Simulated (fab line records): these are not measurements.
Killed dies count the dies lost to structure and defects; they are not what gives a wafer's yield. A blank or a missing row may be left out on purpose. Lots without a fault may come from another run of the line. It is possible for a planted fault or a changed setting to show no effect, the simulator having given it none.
Which tool is to blame? + flow gf180mcu + 36 wafers from 12 lots sampled at 2 of the route's 602 steps

WHAT EACH GAUGE READ, for each wafer
GF_VT_IMPLANT_TW_MEAS_43. Usual: VT_IMPLANT_4_TW 686, standard deviation 3.3.
| lot  | measured     | on            | VT_IMPLANT_4_TW | flag |
|------|--------------|---------------|-----------------|------|
| L424 | day 7 22:44  | film_metro-01 | 690 691 690     |      |
| L425 | day 8 07:34  | film_metro-01 | 689 687 689     |      |
| L427 | day 8 19:47  | film_metro-04 | 691 690 692     |      |
| L431 | day 10 00:46 | film_metro-04 | 683 684 687     |      |
| L433 | day 10 17:19 | film_metro-03 | 687 689 687     |      |
| L438 | day 11 23:03 | film_metro-03 | 682 681 681     |      |
| L439 | day 12 05:22 | film_metro-03 | 680 685 686     |      |
| L440 | day 12 11:20 | film_metro-03 | 686 689 683     |      |
| L443 | day 13 05:22 | film_metro-01 | 688 688 686     |      |
| L444 | day 13 10:13 | film_metro-01 | 691 691 686     |      |
| L445 | day 13 18:04 | film_metro-03 | 688 686 683     |      |
| L446 | day 14 03:19 | film_metro-04 | 686 687 690     |      |

GF_V1_CD_MEAS_14: the cd target is 260 nm. Usual: 259.8 nm for cd_nm, sd 1.1.
| lot  | measured     | on        | cd_nm (nm)        | flag |
|------|--------------|-----------|-------------------|------|
| L424 | day 18 22:25 | cd_sem-01 | 260.6 259.2 260.4 |      |
| L425 | day 19 05:52 | cd_sem-02 | 259.6 260.8 261.2 |      |
| L427 | day 20 05:04 | cd_sem-02 | 258.6 258.9 259.4 |      |
| L431 | day 22 00:51 | cd_sem-02 | 259.1 259.4 259.3 |      |
| L433 | day 22 14:20 | cd_sem-02 | 260.6 260.8 261.2 |      |
| L438 | day 24 07:40 | cd_sem-02 | 261.1 261.4 260.7 |      |
| L439 | day 24 09:19 | cd_sem-02 | 259.0 259.7 258.0 |      |
| L440 | day 24 16:41 | cd_sem-02 | 260.0 260.6 259.0 |      |
| L443 | day 25 11:10 | cd_sem-01 | 258.7 259.1 258.7 |      |
| L444 | day 25 17:01 | cd_sem-02 | 259.8 260.2 260.0 |      |
| L445 | day 26 06:49 | cd_sem-01 | 259.9 259.8 259.6 |      |
| L446 | day 26 13:02 | cd_sem-02 | 260.6 259.5 260.1 |      |

WHAT TOOL EACH LOT RAN ON (gives the tool, then ch and the chambers of the sampled wafers, and finally the start)
Before these readings, the record contains no process step.

AS READ BY THE TOOLS THEMSELVES (means over the sampled wafers that have a number; for cases with no such wafer, the mark the record gives instead)
The record holds no such reading with a usual standard deviation.

THE ANSWER, worked out from the rows above alone
Rule: lot off if the mean of its wafers having a number is beyond 3 standard deviations from the usual mean. A lot without any number at a reading at which 4 lots or more have one is off too. All remaining lots with rows at the step are treated as sound. First the gauges in route order, then the tools' own readings, where a lot's mean is used as printed above. The first step at which some lot is off is used, and at that step the reading that is off furthest; a lot without a number counts as furthest.
None of the lots is off at any reading shown; this tells nothing.

WHAT THE SIMULATOR HAD INSERTED
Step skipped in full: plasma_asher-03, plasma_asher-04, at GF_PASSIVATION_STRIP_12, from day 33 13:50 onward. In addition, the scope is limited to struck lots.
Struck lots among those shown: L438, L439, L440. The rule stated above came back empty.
